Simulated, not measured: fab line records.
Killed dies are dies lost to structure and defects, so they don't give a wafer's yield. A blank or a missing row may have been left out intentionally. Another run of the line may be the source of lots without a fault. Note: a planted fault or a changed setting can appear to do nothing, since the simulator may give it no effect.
A lot that was struck, set against a sound lot / flow sky130 / 22 steps out of a route of 708
Sound: these wafers, L255.2, L255.3, L255.4. Struck: wafer L245.3. (L245.2, L245.6 of the same lot were not struck and are left out.) The cause comes at the end.
At each step with rows: each side's tool, then ch and its chambers, then its first start. Under that, the readings that differ: sound wafers / struck wafers / difference of the means / sigmas: that difference in standard deviations of wafers without a fault.
alike: readings with means less than 2 such deviations apart, plus words and numbers identical on both sides. not compared: withheld readings, readings lacking a value on some wafer, bounds such as >300 that could conceal the same value, and numbers that have no deviation in the record and whose values overlap.
A row with sigmas, a row that says differs or no value, or rows on one side alone: a step with any of these is where the two part. When numbers do not overlap yet have no deviation, they are printed without sigmas and do not part them. Lack of a reading on every wafer of one side parts them only where that side has two or more wafers.

first, 2 steps without rows for these wafers: SKY_RES_PROTECT_DEVELOP_06 (develop time 60 s); SKY_POLY_GATE_IMPLANT_02.
SKY_RES_PROTECT_STRIP_07: strips in O2/N2.
  sound on plasmaAsher-03 ch 0,1, day 21 17:07; struck on plasmaAsher-02 ch 1, day 18 01:19
  alike: drypumpMotorCurrentA, oesProductAu, stripTimeToEndpointS
  not compared: rfHoursCounterH
SKY_RES_PROTECT_TW_MEAS_08:
  struck on filmMetro-01, day 18 01:25; sound on filmMetro-01, day 21 17:13
  alike: POLY_GATE_TW
then, 2 steps without rows for these wafers: SKY_RES_PROTECT_CLEAN_09 (cleans in SC1/SC2, time 150 s); SKY_POLY_GATE_CVD_03 (deposits Si3N4 from DCS/NH3, target thk 75 nm, time 1290 s).
SKY_POLY_GATE_THK_MEAS_04:
  struck on filmMetro-01, day 18 04:49; sound on filmMetro-03, day 21 18:43
  alike: POLY_GATE_CVD_03_THK
then, 5 steps without rows for these wafers: SKY_POLY_GATE_DEHYDRATE_05 (time 60 s); SKY_POLY_GATE_HMDS_06 (prime time 60 s); SKY_POLY_GATE_COAT_07 (resist thk 110 nm); SKY_POLY_GATE_COAT_08 (resist thk 450 nm); SKY_POLY_GATE_SOFTBAKE_09 (time 90 s).
SKY_POLY_GATE_EXPOSE_10: exposes mask P1M, target cd 150 nm.
  sound on krfScanner-02 ch 0, day 22 09:26; struck on krfScanner-02 ch 0, day 18 20:45
reading=focusOffsetNm (nm); sound=-0.2 0.9 0.5; struck=-1.1; difference=-1.5; sigmas=-3
  alike: mask, reticleTempC
then, 2 steps without rows for these wafers: SKY_POLY_GATE_PEB_11; SKY_POLY_GATE_DEVELOP_12 (develop time 60 s).
SKY_POLY_GATE_CD_MEAS_13: the cd target is 150 nm.
  struck on cdSem-01, day 19 12:03; sound on cdSem-01, day 23 00:45
reading=cdNm (nm); sound=151.8 152.3 151.5; struck=136.9; difference=-15.0; sigmas=-12
  not compared: hold
SKY_POLY_GATE_OVL_MEAS_14:
  struck on overlay-01, day 19 14:54; sound on overlay-02, day 23 00:52
reading=hold; sound=- - -; struck=awaitDispo/2.8h/release; difference=no value on the sound wafers; sigmas=
  alike: POLY_GATE_OVL
SKY_POLY_GATE_ETCH_15: etches BARC in N2/H2, stops on SiO2, time 118.5 s, target depth 110 nm.
  sound on rieDiel-03 ch 0,1,3, day 23 00:53; struck on rieDiel-02 ch 1, day 19 14:56
reading=rfHoursCounterH (h); sound=7 5 8; struck=38; difference=+31; sigmas=
reading=model.POLY_GATE.cdNm (nm); sound=153.1 151.6 150.6; struck=136; difference=-16; sigmas=
  alike: drypumpMotorCurrentA, h2FlowSccm, oesProductAu, throttleValvePct
SKY_POLY_GATE_ETCH_16: etches Si3N4 in CH3F/O2, stops on poly-Si, time 147.5 s, target depth 75 nm.
  sound on rieDiel-03 ch 0,1,3, day 23 00:58; struck on rieDiel-02 ch 1, day 19 15:01
reading=rfHoursCounterH (h); sound=7 5 8; struck=38; difference=+31; sigmas=
  alike: drypumpMotorCurrentA, oesProductAu, throttleValvePct
SKY_POLY_GATE_ETCH_17: etches poly-Si in HBr/Cl2, stops on SiO2, target depth 180 nm, time 70.5 s.
  sound on rieSi-02 ch 0,1,2, day 23 01:04; struck on rieSi-02 ch 3, day 19 15:07
reading=drypumpMotorCurrentA (A); sound=6.0 5.8 6.4; struck=4.7; difference=-1.4; sigmas=-3
reading=model.POLY_GATE.cdNm (nm); sound=154.2 152.5 150.5; struck=135.8; difference=-16.6; sigmas=
  alike: oesProductAu, throttleValvePct
  not compared: rfHoursCounterH
SKY_POLY_GATE_STRIP_18: strips in O2/N2.
  sound on plasmaAsher-01 ch 0,1, day 23 01:08; struck on plasmaAsher-02 ch 0, day 19 15:10
  alike: drypumpMotorCurrentA, oesProductAu, stripTimeToEndpointS
  not compared: rfHoursCounterH
-- a jump in the record: the struck wafers' starts before and after are 28 days apart (it breaks off in module POLY_GATE and resumes in module PAD_OPEN, where the first step shown is number 708 of the route) --
SKY_PAD_OPEN_PROBE_99:
  struck on prober-01, day 47 23:12; sound on prober-02, day 50 01:41
reading=model.etest.pfet_01v8.rOnOhmUm; sound=2971 2939 2840; struck=2690; difference=-227; sigmas=
reading=model.etest.pfetG5v0d10v5.rOnOhmUm; sound=4864 4822 4730; struck=4631; difference=-174; sigmas=
reading=model.etest.resPoly.lineOhmUm; sound=498 500.9 504.6; struck=606.3; difference=+105.1; sigmas=
reading=model.etest.nfet_01v8.rOnOhmUm; sound=873.4 850.2 837.4; struck=777; difference=-77; sigmas=
reading=model.etest.nfetG5v0d10v5.rOnOhmUm; sound=1907 1910 1873; struck=1839; difference=-58; sigmas=
reading=model.etest.sonosUncharged.rOnOhmUm; sound=820.9 836.4 812.4; struck=764.4; difference=-58.8; sigmas=
reading=model.etest.nfet_01v8_lvt.driveUaUm; sound=550 558.9 568.4; struck=607.1; difference=+48.0; sigmas=
reading=model.etest.resHighPo.lineOhmUm; sound=737.2 724.2 745; struck=784.2; difference=+48.7; sigmas=
  alike: killed_at_M0_to_M3, killed_at_M4_up, killedAtContacts, killedAtFrontEnd, killedAtOther, killedDies, killedOpen, killedShort

WHERE THEY PART
First at SKY_POLY_GATE_EXPOSE_10; last, within this record, at SKY_POLY_GATE_ETCH_17. Later steps at which nothing parts them and some readings are alike: SKY_POLY_GATE_STRIP_18, SKY_PAD_OPEN_PROBE_99.

WHY: the cause the simulator had injected
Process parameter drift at SKY_POLY_GATE_EXPOSE_10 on krfScanner-02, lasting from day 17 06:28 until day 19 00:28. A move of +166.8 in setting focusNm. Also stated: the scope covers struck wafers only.
